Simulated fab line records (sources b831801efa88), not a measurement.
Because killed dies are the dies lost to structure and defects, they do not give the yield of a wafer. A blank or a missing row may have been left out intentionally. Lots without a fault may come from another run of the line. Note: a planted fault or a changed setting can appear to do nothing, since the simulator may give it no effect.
fab line records	flow sky130
record: lots: 6	wafers: 18	last-day: 50
route steps=708 shown NWELL@82 PWDE@84 VT_ADJUST_HVTP@85 VT_ADJUST_LVTN@97 PAD_OPEN@708
lots that met no fault: from a run of the same line without faults
start-h: hours from the record's first day to the start of the lot's first wafer shown	wait-h: hours elapsed since this lot's preceding step	" the same as in the row above	L1.1+2: one row covering several wafers at once	- no value present, or no start provided	* or withheld: withheld	< > ~ a bound
route shown NAME@n: NAME is a module with steps in the file, n the number in the route of the first one	usual: mean/standard deviation of fault-free wafers	same: alike in all rows	chamber/n: place in a boat	sites: per-site readings	_std_site: the values' standard deviation	_edge_site: outer sites' mean less inner sites'	radius-mm: for every site, how far away it sits from the centre of the wafer	mask NAME#n: copy n	behind: the tool/chamber that last shaped the wafer	hold: what put the lot on hold/how long, in hours/how the hold closed	device: the n, p or np transistor that did not switch	end of line: the route-end tests of the same wafers	a step without rows: its recipe alone	killed: the dies lost at the first sort to structure and to defects; this is not the yield of the wafer	map: a wafer's dies, x killed, . not, _ none there
set.NAME: setting as actually run; set.NAME@STEP: the setting as run at that earlier step	model.NAME: the simulator's own value behind a step, which no gauge read
a table for each step, a row for each wafer; lots at some steps of the route
services: when a tool's chamber went out of use (start-h, in hours from the record's first day, below 0 if earlier), for how many hours, and the reason
== steps ==
step: SKY_NWELL_RS_MEAS_29
recipe: thk-meas-gauge: four-point-probe
usual: NWELL_RS: 624.6/1.6
lot.wafer	tool	chamber	start-h	wait-h	NWELL_RS[ohm/sq]
L284.3	film-metro-04	-	113.01	0.1	624.3
L284.4	"	-	"	"	624.9
L284.5	"	-	"	"	625.4
L289.3	film-metro-03	-	146.53	0.1	625.8
L289.5	"	-	"	"	626.2
L289.6	"	-	"	"	626.2
L295.2	film-metro-04	-	186.61	0.1	624.5
L295.4	"	-	"	"	623.1
L295.5	"	-	"	"	625.7
L294.3	film-metro-04	-	187.28	0.1	623.2
L294.4	"	-	"	"	626.0
L294.6	"	-	"	"	626.0
L299.1	film-metro-02	-	209.98	0.1	627.1
L299.4	"	-	"	"	626.0
L299.5	"	-	"	"	627.9
L304.4	film-metro-02	-	242.64	0.1	620.7
L304.5	"	-	"	"	623.0
L304.6	"	-	"	"	622.6
step: SKY_NWELL_RS_MEAS_31
recipe: thk-meas-gauge: four-point-probe
usual: PWDE_RS: 5279/17
lot.wafer	tool	chamber	start-h	wait-h	PWDE_RS[ohm/sq]
L284.3	film-metro-04	-	113.25	0.1	5271
L284.4	"	-	"	"	5267
L284.5	"	-	"	"	5257
L289.3	film-metro-03	-	146.77	0.1	5277
L289.5	"	-	"	"	5292
L289.6	"	-	"	"	5294
L295.2	film-metro-04	-	186.85	0.1	5253
L295.4	"	-	"	"	5275
L295.5	"	-	"	"	5283
L294.3	film-metro-04	-	187.52	0.1	5272
L294.4	"	-	"	"	5263
L294.6	"	-	"	"	5261
L299.1	film-metro-02	-	210.22	0.1	5292
L299.4	"	-	"	"	5273
L299.5	"	-	"	"	5280
L304.4	film-metro-02	-	242.88	0.1	5300
L304.5	"	-	"	"	5310
L304.6	"	-	"	"	5302
step: SKY_VT_ADJUST_HVTP_DEHYDRATE_00
recipe: temp-c: 200	time-s: 60
step: SKY_VT_ADJUST_HVTP_HMDS_01
recipe: prime-time-s: 60	prime-temp-c: 120
step: SKY_VT_ADJUST_HVTP_COAT_02
recipe: resist: NOVOLAK	spin-rpm: 3000	resist-thk-nm: 1140
step: SKY_VT_ADJUST_HVTP_SOFTBAKE_03
recipe: temp-c: 90	time-s: 60	resist: NOVOLAK
step: SKY_VT_ADJUST_HVTP_EXPOSE_04
recipe: mask-id: HVTPM	na: 0.6	source-shape: conventional	sigma-outer: 0.6	polarization: unpolarized	target-cd-nm: 380	dose-mj: 140
step: SKY_VT_ADJUST_HVTP_PEB_05
recipe: temp-c: withheld	time-s: *	resist: NOVOLAK
step: SKY_VT_ADJUST_HVTP_DEVELOP_06
recipe: resist: NOVOLAK	developer: TMAH	develop-time-s: 60	dev-temp-c: 23
step: SKY_VT_ADJUST_HVTP_CD_MEAS_07
recipe: target-cd-nm: 380
usual: cd-nm: 379.5/2.7
lot.wafer	tool	chamber	start-h	wait-h	cd-nm
L284.3	cd-sem-02	-	132.03	0.1	377.4
L284.4	"	-	"	"	374.6
L284.5	"	-	"	"	373.6
L289.3	cd-sem-02	-	166.01	0.1	378.9
L289.5	"	-	"	"	378.5
L289.6	"	-	"	"	380.7
L295.2	cd-sem-01	-	208.36	0.1	380.7
L295.4	"	-	"	"	380.4
L295.5	"	-	"	"	375.0
L294.3	cd-sem-02	-	209.58	0.1	385.2
L294.4	"	-	"	"	384.3
L294.6	"	-	"	"	382.0
L299.1	cd-sem-01	-	232.44	0.1	383.4
L299.4	"	-	"	"	381.6
L299.5	"	-	"	"	381.6
L304.4	cd-sem-02	-	266.85	0.1	382.2
L304.5	"	-	"	"	384.0
L304.6	"	-	"	"	382.6
step: SKY_VT_ADJUST_HVTP_OVL_MEAS_08
usual: VT_ADJUST_HVTP_OVL: 0.7/1.6
lot.wafer	tool	chamber	start-h	wait-h	VT_ADJUST_HVTP_OVL[nm]
L284.3	overlay-01	-	132.12	0.1	0.2
L284.4	"	-	"	"	-0.4
L284.5	"	-	"	"	-1.5
L289.3	overlay-01	-	166.11	0.1	2.7
L289.5	"	-	"	"	1.7
L289.6	"	-	"	"	2.3
L295.2	overlay-01	-	208.47	0.1	1.4
L295.4	"	-	"	"	0.2
L295.5	"	-	"	"	-0.6
L294.3	overlay-01	-	209.67	0.1	4.2
L294.4	"	-	"	"	2.8
L294.6	"	-	"	"	4.8
L299.1	overlay-01	-	232.56	0.1	-1.1
L299.4	"	-	"	"	-0.8
L299.5	"	-	"	"	-1.9
L304.4	overlay-02	-	266.93	0.1	2.8
L304.5	"	-	"	"	1.5
L304.6	"	-	"	"	1.3
step: SKY_VT_ADJUST_HVTP_IMPLANT_09
recipe: species: As	energy-kev: 150	dose-cm2: 4.3e+12	tilt-deg: withheld
usual: beam-energy-keV: 150.01/0.051	dose-ions-cm2: 4.299e+12/5.3e+09
lot.wafer	tool	chamber	start-h	wait-h	beam-energy-keV	dose-ions-cm2	model.implant.rp-nm	model.implant.drp-nm
L284.3	implanter-01	0	132.20	0.1	150.02	4.304e+12	83.68	33.4
L284.4	"	0	"	"	149.94	4.3e+12	83.68	33.4
L284.5	"	0	"	"	149.98	4.304e+12	83.68	33.4
L289.3	implanter-02	0	166.18	0.1	149.99	4.296e+12	82.58	33.4
L289.5	"	0	"	"	149.99	4.3e+12	82.58	33.4
L289.6	"	0	"	"	150.06	4.302e+12	82.58	33.4
L295.2	implanter-02	0	208.52	0.0	167.86	4.303e+12	91.82	36.64
L295.4	"	0	"	"	167.96	4.304e+12	91.82	36.64
L295.5	"	0	"	"	167.85	4.312e+12	91.82	36.64
L294.3	implanter-02	0	209.75	0.1	167.85	4.305e+12	89.31	36.64
L294.4	"	0	"	"	167.78	4.302e+12	89.31	36.64
L294.6	"	0	"	"	167.80	4.298e+12	89.31	36.64
L299.1	implanter-03	0	232.60	0.0	150.00	4.293e+12	85.36	33.4
L299.4	"	0	"	"	149.93	4.301e+12	85.36	33.4
L299.5	"	0	"	"	149.97	4.301e+12	85.36	33.4
L304.4	implanter-03	0	267.02	0.1	149.99	4.306e+12	82.23	33.4
L304.5	"	0	"	"	149.99	4.305e+12	82.23	33.4
L304.6	"	0	"	"	150.05	4.302e+12	82.23	33.4
step: SKY_VT_ADJUST_HVTP_STRIP_10
recipe: chemistry: O2/N2	power-w: 1400	pressure-mtorr: 1500	platen-temp-c: withheld	o2-flow-sccm: 3000	n2-flow-sccm: 300	overash-fraction: 0.5
usual: drypump-motor-current-A: 6.0/0.36	oes-product-au: 0.716/0.0046	strip-time-to-endpoint-s: 14.19/0.036
lot.wafer	tool	chamber	start-h	wait-h	drypump-motor-current-A	oes-product-au	rf-hours-counter-h	strip-time-to-endpoint-s
L284.3	plasma-asher-04	1	132.33	0.1	5.5	0.715	-	14.24
L284.4	"	0	"	"	6.3	0.713	-	14.22
L284.5	"	1	"	"	5.6	0.717	-	14.20
L289.3	plasma-asher-04	0	166.31	0.1	6.2	0.722	-	14.20
L289.5	"	0	"	"	6.2	0.710	-	14.14
L289.6	"	1	"	"	5.5	0.719	-	14.17
L295.2	plasma-asher-04	1	208.65	0.1	5.5	0.721	50	14.21
L295.4	"	0	"	"	6.2	0.700	-	14.21
L295.5	"	0	"	"	6.2	0.711	-	14.24
L294.3	plasma-asher-03	1	209.88	0.1	5.9	0.713	-	14.21
L294.4	"	0	"	"	6.3	0.710	-	14.25
L294.6	"	1	"	"	5.9	0.713	-	14.25
L299.1	plasma-asher-02	1	232.75	0.1	5.2	0.723	43	14.19
L299.4	"	0	"	"	5.1	0.713	-	14.18
L299.5	"	1	"	"	5.2	0.713	-	14.12
L304.4	plasma-asher-04	0	267.13	0.1	6.2	0.722	-	14.19
L304.5	"	0	"	"	6.2	0.720	-	14.23
L304.6	"	1	"	"	5.5	0.713	-	14.17
step: SKY_VT_ADJUST_HVTP_TW_MEAS_11
usual: VT_ADJUST_HVTP_TW: 1357/12
lot.wafer	tool	chamber	start-h	wait-h	VT_ADJUST_HVTP_TW
L284.3	film-metro-03	-	132.42	0.1	1360
L284.4	"	-	"	"	1347
L284.5	"	-	"	"	1352
L289.3	film-metro-01	-	166.40	0.1	1367
L289.5	"	-	"	"	1372
L289.6	"	-	"	"	1374
L295.2	film-metro-01	-	208.76	0.1	1398
L295.4	"	-	"	"	1397
L295.5	"	-	"	"	1396
L294.3	film-metro-03	-	209.97	0.1	1403
L294.4	"	-	"	"	1406
L294.6	"	-	"	"	1397
L299.1	film-metro-03	-	232.85	0.1	1339
L299.4	"	-	"	"	1343
L299.5	"	-	"	"	1342
L304.4	film-metro-03	-	267.23	0.1	1339
L304.5	"	-	"	"	1339
L304.6	"	-	"	"	1336
step: SKY_VT_ADJUST_LVTN_DEHYDRATE_00
recipe: temp-c: 200	time-s: 60
step: SKY_PAD_OPEN_PROBE_99
usual: killed_at_M0_to_M3: 43/7.7	killed_at_M4_up: 3.4/1.9	killed-at-contacts: 25/5.6	killed-at-front-end: 14/4.3	killed-at-other: 0.2/0.5	killed-dies: 86/10	killed-open: 47/7.2	killed-short: 39/6.7
same: gross-dies: 492	killed-at-back-side: 0
lot.wafer	tool	chamber	start-h	wait-h	killed_at_M0_to_M3	killed_at_M4_up	killed-at-contacts	killed-at-front-end	killed-at-other	killed-dies	killed-open	killed-short	model.etest.tip-p.rs-ohm-sq	model.etest.pfet_01v8.r-on-ohm-um	model.etest.pfet_01v8.drive-ua-um	model.etest.pfet_01v8_mvt.drive-ua-um	model.etest.pfet_01v8_hvt.drive-ua-um	model.etest.sram-pfet-latch.drive-ua-um	model.etest.pfet_01v8_mvt.off-log10-a-um	model.etest.pfet_01v8.off-log10-a-um
L284.3	prober-02	-	1088.25	0.2	46	4	24	14	1	89	49	40	6955	2918	192.2	150.6	142.4	139.4	-10.89	-9.966
L284.4	prober-02	-	1088.30	0.2	43	4	17	19	1	84	39	45	6981	2968	186.8	148.3	138.9	129.6	-10.9	-10.18
L284.5	prober-02	-	1088.35	0.2	48	3	30	23	0	104	63	41	6974	2841	195.9	152.8	147.8	141.3	-10.86	-9.669
L289.3	prober-01	-	1128.20	0.2	40	0	17	13	0	70	32	38	6923	2921	189.9	148.4	141.4	137.3	-11	-10.12
L289.5	prober-01	-	1128.30	0.2	50	3	28	19	0	100	48	52	7016	2961	186.2	144.1	138.5	140	-11.21	-10.16
L289.6	prober-01	-	1128.35	0.2	30	4	27	17	0	78	45	33	7001	2818	195.8	151.3	145.6	156.4	-11.16	-9.532
L294.3	prober-02	-	1154.49	0.2	30	3	24	19	0	76	41	35	6650	2725	208.1	164.3	155.6	160.3	-9.794	-8.774
L294.4	prober-02	-	1154.54	0.2	41	0	18	14	0	73	38	35	6644	2763	203.6	161.8	153.6	145.5	-9.738	-9.007
L294.6	prober-02	-	1154.64	0.2	52	3	28	12	0	95	50	45	6650	2740	206.8	163.3	154.1	155.3	-9.745	-8.926
L295.2	prober-01	-	1156.26	0.1	28	8	21	17	0	74	38	36	-	-	-	-	-	-	-	-
L295.4	prober-01	-	1156.36	0.2	64	7	19	9	0	99	57	42	-	-	-	-	-	-	-	-
L295.5	prober-01	-	1156.41	0.2	40	1	29	16	0	86	51	35	-	-	-	-	-	-	-	-
L299.1	prober-01	-	1178.00	0.1	48	6	23	22	1	100	44	56	6690	2842	198.1	156.6	148.9	151.6	-10.33	-9.577
L299.4	prober-01	-	1178.15	0.2	35	2	24	18	0	79	38	41	6710	2827	199.9	157.8	148.5	145.8	-10.31	-9.287
L299.5	prober-01	-	1178.20	0.2	43	8	28	8	1	88	48	40	6718	2830	197.3	157.2	146.4	154.3	-10.16	-9.257
L304.4	prober-02	-	1200.56	0.2	49	4	23	12	0	88	47	41	6891	2944	186.3	148.5	140.9	137.7	-11.18	-10.32
L304.5	prober-02	-	1200.61	0.2	47	6	17	19	0	89	46	43	6995	2878	192.8	151.2	143.7	138.7	-11.17	-9.96
L304.6	prober-02	-	1200.66	0.2	44	4	16	11	0	75	43	32	6858	2908	191.2	151.2	145.3	142.2	-11.21	-10.21
killed by level:class
L284.3 VIA2:geometric-particle:open=10 VIA1:geometric-particle:open=9 CONTACT:geometric-particle:open=8 VIA3:geometric-particle:open=8 CONTACT:geometric-particle:short=7 METAL2:geometric-particle:short=6 FIELD_ISO:geometric-particle:open=5 VIA1:geometric-particle:short=5
L284.4 VIA2:geometric-particle:open=10 POLY_GATE:geometric-particle:short=9 VIA1:geometric-particle:open=9 CONTACT:geometric-particle:open=6 METAL2:geometric-particle:short=5 VIA3:geometric-particle:open=5 CONTACT:geometric-particle:short=4 VIA1:geometric-particle:short=4
L284.5 CONTACT:geometric-particle:open=12 VIA2:geometric-particle:open=9 VIA1:geometric-particle:open=9 VIA1:geometric-particle:short=8 FIELD_ISO:geometric-particle:open=7 VIA3:geometric-particle:open=7 LOCAL_INTERCONNECT:geometric-particle:short=6 LI_CONTACT:geometric-particle:open=6
L289.3 VIA1:geometric-particle:open=10 CONTACT:geometric-particle:short=6 METAL1:geometric-particle:short=6 METAL2:geometric-particle:short=6 FIELD_ISO:geometric-particle:short=5 CONTACT:geometric-particle:open=4 VIA1:geometric-particle:short=4 FIELD_ISO:geometric-particle:open=3
L289.5 FIELD_ISO:geometric-particle:short=9 METAL1:geometric-particle:short=9 VIA1:geometric-particle:open=8 CONTACT:geometric-particle:open=8 CONTACT:geometric-particle:short=8 VIA2:geometric-particle:open=8 LI_CONTACT:geometric-particle:open=6 VIA3:geometric-particle:open=6
L289.6 CONTACT:geometric-particle:open=10 LI_CONTACT:geometric-particle:open=8 LOCAL_INTERCONNECT:geometric-particle:short=7 POLY_GATE:geometric-particle:short=6 VIA1:geometric-particle:open=6 VIA2:geometric-particle:open=6 FIELD_ISO:geometric-particle:open=5 VIA3:geometric-particle:open=5
L294.3 CONTACT:geometric-particle:open=9 CONTACT:geometric-particle:short=7 LI_CONTACT:geometric-particle:open=6 POLY_GATE:geometric-particle:short=5 VIA1:geometric-particle:open=5 POLY_GATE:geometric-particle:open=4 VIA2:geometric-particle:open=4 METAL3:geometric-particle:short=4
L294.4 CONTACT:geometric-particle:open=10 VIA1:geometric-particle:open=10 METAL2:geometric-particle:short=7 VIA1:geometric-particle:short=6 FIELD_ISO:geometric-particle:short=5 VIA3:geometric-particle:open=5 METAL1:geometric-particle:short=4 FIELD_ISO:geometric-particle:open=3
L294.6 VIA1:geometric-particle:short=11 VIA1:geometric-particle:open=10 LI_CONTACT:geometric-particle:open=10 CONTACT:geometric-particle:short=7 CONTACT:geometric-particle:open=6 VIA3:geometric-particle:open=6 VIA2:geometric-particle:open=6 VIA3:geometric-particle:short=4
L295.2 CONTACT:geometric-particle:open=9 FIELD_ISO:geometric-particle:short=8 VIA1:geometric-particle:open=7 METAL2:geometric-particle:short=5 CONTACT:geometric-particle:short=5 METAL4:geometric-particle:short=5 LI_CONTACT:geometric-particle:open=4 FIELD_ISO:geometric-particle:open=3
L295.4 VIA1:geometric-particle:open=15 VIA2:geometric-particle:open=13 CONTACT:geometric-particle:open=8 METAL1:geometric-particle:short=7 VIA1:geometric-particle:short=6 VIA3:geometric-particle:open=6 LI_CONTACT:geometric-particle:open=5 METAL2:geometric-particle:short=5
L295.5 CONTACT:geometric-particle:open=12 LI_CONTACT:geometric-particle:open=9 VIA2:geometric-particle:open=8 VIA1:geometric-particle:open=7 VIA3:geometric-particle:open=7 POLY_GATE:geometric-particle:short=5 VIA1:geometric-particle:short=5 FIELD_ISO:geometric-particle:short=4
L299.1 FIELD_ISO:geometric-particle:short=8 CONTACT:geometric-particle:open=8 METAL1:geometric-particle:short=8 FIELD_ISO:geometric-particle:open=7 VIA2:geometric-particle:open=7 VIA1:geometric-particle:open=7 VIA2:geometric-particle:short=7 LI_CONTACT:geometric-particle:open=6
L299.4 CONTACT:geometric-particle:open=12 POLY_GATE:geometric-particle:short=7 METAL1:geometric-particle:short=7 VIA2:geometric-particle:open=6 LI_CONTACT:geometric-particle:open=5 CONTACT:geometric-particle:short=5 VIA1:geometric-particle:short=5 VIA1:geometric-particle:open=5
L299.5 VIA1:geometric-particle:open=12 CONTACT:geometric-particle:open=10 VIA3:geometric-particle:open=8 LI_CONTACT:geometric-particle:open=7 VIA1:geometric-particle:short=7 METAL1:geometric-particle:short=6 METAL4:geometric-particle:short=6 METAL2:geometric-particle:short=4
L304.4 CONTACT:geometric-particle:open=10 VIA1:geometric-particle:open=9 METAL1:geometric-particle:short=8 METAL2:geometric-particle:short=7 VIA3:geometric-particle:open=7 VIA2:geometric-particle:open=6 CONTACT:geometric-particle:short=5 SPACER:geometric-particle:open=4
L304.5 METAL2:geometric-particle:short=12 VIA1:geometric-particle:open=9 METAL1:geometric-particle:short=8 VIA3:geometric-particle:open=7 CONTACT:geometric-particle:open=6 FIELD_ISO:geometric-particle:open=5 FIELD_ISO:geometric-particle:short=4 POLY_GATE:geometric-particle:open=4
L304.6 VIA2:geometric-particle:open=11 FIELD_ISO:geometric-particle:open=5 CONTACT:geometric-particle:open=5 VIA1:geometric-particle:open=5 METAL2:geometric-particle:short=5 METAL3:geometric-particle:short=5 LI_CONTACT:geometric-particle:open=4 VIA3:geometric-particle:open=4
== services ==
tool	chamber	start-h	hours	kind
implanter-02	-	108.66	1.7	repair
plasma-asher-04	-	159.48	1.5	repair
implanter-03	-	163.73	3.8	pm
implanter-01	-	164.39	3.7	repair
implanter-01	-	215.34	1.3	repair
plasma-asher-02	-	238.85	1.7	repair
implanter-03	-	263.29	1.4	repair
implanter-02	-	264.97	0.7	repair
== key ==
first-sign: step: SKY_VT_ADJUST_HVTP_IMPLANT_09	reading: beam-energy-keV	direction: up	sigmas: 99+	usual: *	struck: *
effect: step: SKY_VT_ADJUST_HVTP_TW_MEAS_11	reading: VT_ADJUST_HVTP_TW	direction: up	sigmas: 3.4	usual: 1357	struck: 1400
model-effect: step: SKY_VT_ADJUST_HVTP_IMPLANT_09	value: implant.rp-nm	without: 81.38	struck: 90.56
model-effect: step: SKY_PAD_OPEN_PROBE_99	value: etest.tip-p.rs-ohm-sq	without: 7011	struck: 6648
met-at SKY_VT_ADJUST_HVTP_IMPLANT_09
struck-wafers L294.3,L294.4,L294.6,L295.2,L295.4,L295.5
tester-left-out L294,L295
onset-between 166.18 208.52
fault: kind: process-parameter-drift	tool: implanter-02	chamber: -	onset-h: 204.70	steps: SKY_VT_ADJUST_HVTP_IMPLANT_09	channel: energy-kev	offset: *	shape: step	end-h: 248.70	acts-in: *	stated: *
tester-left-out: of these lots the tester's yield and bins aren't shown, on N5 and GAA mostly nor the transistor test; their killed dies are dies lost to structure and defects alone, not to doping, threshold or leakage, so they don't give the yield
